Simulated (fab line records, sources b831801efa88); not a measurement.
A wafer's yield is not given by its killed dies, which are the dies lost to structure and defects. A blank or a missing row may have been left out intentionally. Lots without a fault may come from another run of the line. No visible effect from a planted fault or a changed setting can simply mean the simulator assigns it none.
2 desks, one fault || flow sky130 || each desk holds nothing but its own numbers, with what lay behind them at the end

AT THE TOOL OWNER'S DESK: plasmaAsher-02
The tool's own readings at SKY_LOCAL_INTERCONNECT_STRIP_15 (strips in O2/N2): means of the sampled wafers that have a number, for each lot that ran on this tool. If a lot's mean is further than 4 standard deviations from the usual mean, the lot is out of limits and carries the mark OUT (the distance appears in the brackets).
Columns: A = chamberPressureMTorr at SKY_LOCAL_INTERCONNECT_STRIP_15, usual 1500.2 mTorr; B = drypumpMotorCurrentA at SKY_LOCAL_INTERCONNECT_STRIP_15, usual 5.7 A; C = oesProductAu at SKY_LOCAL_INTERCONNECT_STRIP_15, usual 0.427 a.u.; D = stripTimeToEndpointS at SKY_LOCAL_INTERCONNECT_STRIP_15, usual 4.718 s
{"lot": "L704", "first seen here": "day 30 07:19", "A": 1500.2, "B": 5.9, "C": 0.425, "D": 4.727}
{"lot": "L706", "first seen here": "day 30 23:34", "A": 1499.7, "B": 5.8, "C": 0.427, "D": 4.749}
{"lot": "L710", "first seen here": "day 33 01:01", "A": 1501.2, "B": 5.8, "C": 0.426, "D": 4.711}
{"lot": "L714", "first seen here": "day 33 22:28", "A": "1200.2 (-99 or more) OUT", "B": 5.8, "C": 0.425, "D": "5.061 (+18) OUT"}
{"lot": "L715", "first seen here": "day 34 05:24", "A": "1199.8 (-99 or more) OUT", "B": 5.8, "C": 0.424, "D": "5.046 (+17) OUT"}
This desk finds L714, L715 out of limits, L714 being first, at day 33 22:28 (chamberPressureMTorr at SKY_LOCAL_INTERCONNECT_STRIP_15). In limits: L704, L706, L710.

METROLOGY DESK
Lot by lot, what the gauges showed, no matter which tool ran the lot: averages of those sampled wafers that carry a number. If a lot's mean is further than 4 standard deviations from the usual mean, the lot is out of limits and carries the mark OUT (the distance appears in the brackets).
Columns: A = LOCAL_INTERCONNECT_TIN_RS at SKY_LOCAL_INTERCONNECT_RS_MEAS_01, usual 14.12 ohm/sq; B = CONTACT_W_RS at SKY_CONTACT_RS_MEAS_25, usual 0.336 ohm/sq
{"lot": "L704", "first seen here": "day 29 03:05", "A": 14.07, "B": 0.335}
{"lot": "L705", "first seen here": "day 29 12:58", "A": 14.14, "B": 0.332}
{"lot": "L706", "first seen here": "day 29 18:47", "A": 14.25, "B": 0.338}
{"lot": "L707", "first seen here": "day 29 22:40", "A": 14.06, "B": 0.335}
{"lot": "L710", "first seen here": "day 31 22:02", "A": 14.03, "B": 0.336}
{"lot": "L714", "first seen here": "day 32 19:38", "A": 14.24, "B": 0.329}
{"lot": "L715", "first seen here": "day 33 02:40", "A": 13.97, "B": 0.332}
{"lot": "L720", "first seen here": "day 34 19:50", "A": 13.94, "B": 0.336}
{"lot": "L721", "first seen here": "day 35 00:22", "A": 14.12, "B": 0.335}
{"lot": "L722", "first seen here": "day 35 06:58", "A": 14.15, "B": 0.335}
{"lot": "L726", "first seen here": "day 36 08:13", "A": 14.10, "B": 0.337}
{"lot": "L727", "first seen here": "day 36 12:34", "A": 14.18, "B": 0.336}
Finding of this desk: none of the 12 lots has anything out of limits.

BROUGHT TOGETHER
The tool owner's desk had the chance to raise an alarm at day 33 22:28 on L714, L715.
Metrology desk: nothing out of limits seen.
The metrology desk has L714, L715 on record, within its limits.
Of the lots named, all ran SKY_LOCAL_INTERCONNECT_STRIP_15 on plasmaAsher-02.

WHAT WAS PUT IN BY THE SIMULATOR
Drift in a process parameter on plasmaAsher-02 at SKY_LOCAL_INTERCONNECT_STRIP_15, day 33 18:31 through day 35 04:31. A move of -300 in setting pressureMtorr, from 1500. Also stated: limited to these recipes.
Lots struck among those shown: L714, L715.
Each desk's first reading out of limits, in hours after the fault started: the tool owner's desk, 4.
